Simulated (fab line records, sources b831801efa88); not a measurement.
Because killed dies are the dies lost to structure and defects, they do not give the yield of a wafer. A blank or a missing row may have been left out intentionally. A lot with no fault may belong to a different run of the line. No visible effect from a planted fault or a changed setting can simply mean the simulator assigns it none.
Which tool did it? ; flow sky130 ; 7 lots with 21 wafers sampled at 3 steps, on a route of 708 steps

## WHAT THE GAUGES READ, wafer by wafer
SKY_VIA1_CD_MEAS_12: the cd target is 150 nm.
lot;measured;on;cdNm (nm)
L727;day 35 22:33;cdSem-02;146.9 147.5 146.1
L729;day 37 02:19;cdSem-01;149.5 148.7 150.2
L733;day 38 02:08;cdSem-01;151.7 150.5 147.9
L735;day 38 12:21;cdSem-02;148.2 - -
L742;day 40 13:11;cdSem-01;148.8 146.7 148.7
L747;day 41 20:25;cdSem-01;150.0 150.4 151.2
L749;day 42 06:50;cdSem-02;150.0 149.2 149.9

## WHICH TOOL RAN EACH LOT (tool, then ch and the chambers of the sampled wafers, then the start)
lot;SKY_VIA1_CMP_02;SKY_VIA1_EXPOSE_09
L727;cmp-01 ch 0,2,3, day 34 19:13;krfScanner-01 ch 0, day 35 08:43
L729;cmp-02 ch 1,2,3, day 35 23:37;krfScanner-01 ch 0, day 36 12:07
L733;cmp-02 ch 0,3, day 36 23:25;krfScanner-01 ch 0, day 37 12:28
L735;cmp-02 ch 1,2,3, day 37 08:50;krfScanner-01 ch 0, day 37 23:17
L742;cmp-02 ch 2,3, day 39 11:22;krfScanner-02 ch 0, day 40 00:08
L747;cmp-02 ch 1,2,3, day 40 19:12;krfScanner-02 ch 0, day 41 07:56
L749;cmp-01 ch 0,1,2, day 41 05:18;krfScanner-02 ch 0, day 41 19:14
- SKY_VIA1_CMP_02: polishes SiO2.
- SKY_VIA1_EXPOSE_09: exposes mask VIM, target cd 150 nm.

## THE ANSWER, worked out from the rows above alone
Rule: the lots themselves supply what counts as usual. Put in order of their means at a reading, lots are off if they are a third of the lots or fewer, leave a main group of 4 or more, and stand apart from it by a gap of 3 or more times the standard deviation of the main group's means; of several such gaps the widest counts. A main group whose means are all the same, to the digits that the tables above print for the reading, isn't used. Also off: a lot with no number at a reading for which 4 or more lots have one. Where the step has rows for the other lots, those lots are counted as sound.
None of the lots is off at any reading shown; this tells nothing.

## WHAT THE SIMULATOR HAD PUT IN
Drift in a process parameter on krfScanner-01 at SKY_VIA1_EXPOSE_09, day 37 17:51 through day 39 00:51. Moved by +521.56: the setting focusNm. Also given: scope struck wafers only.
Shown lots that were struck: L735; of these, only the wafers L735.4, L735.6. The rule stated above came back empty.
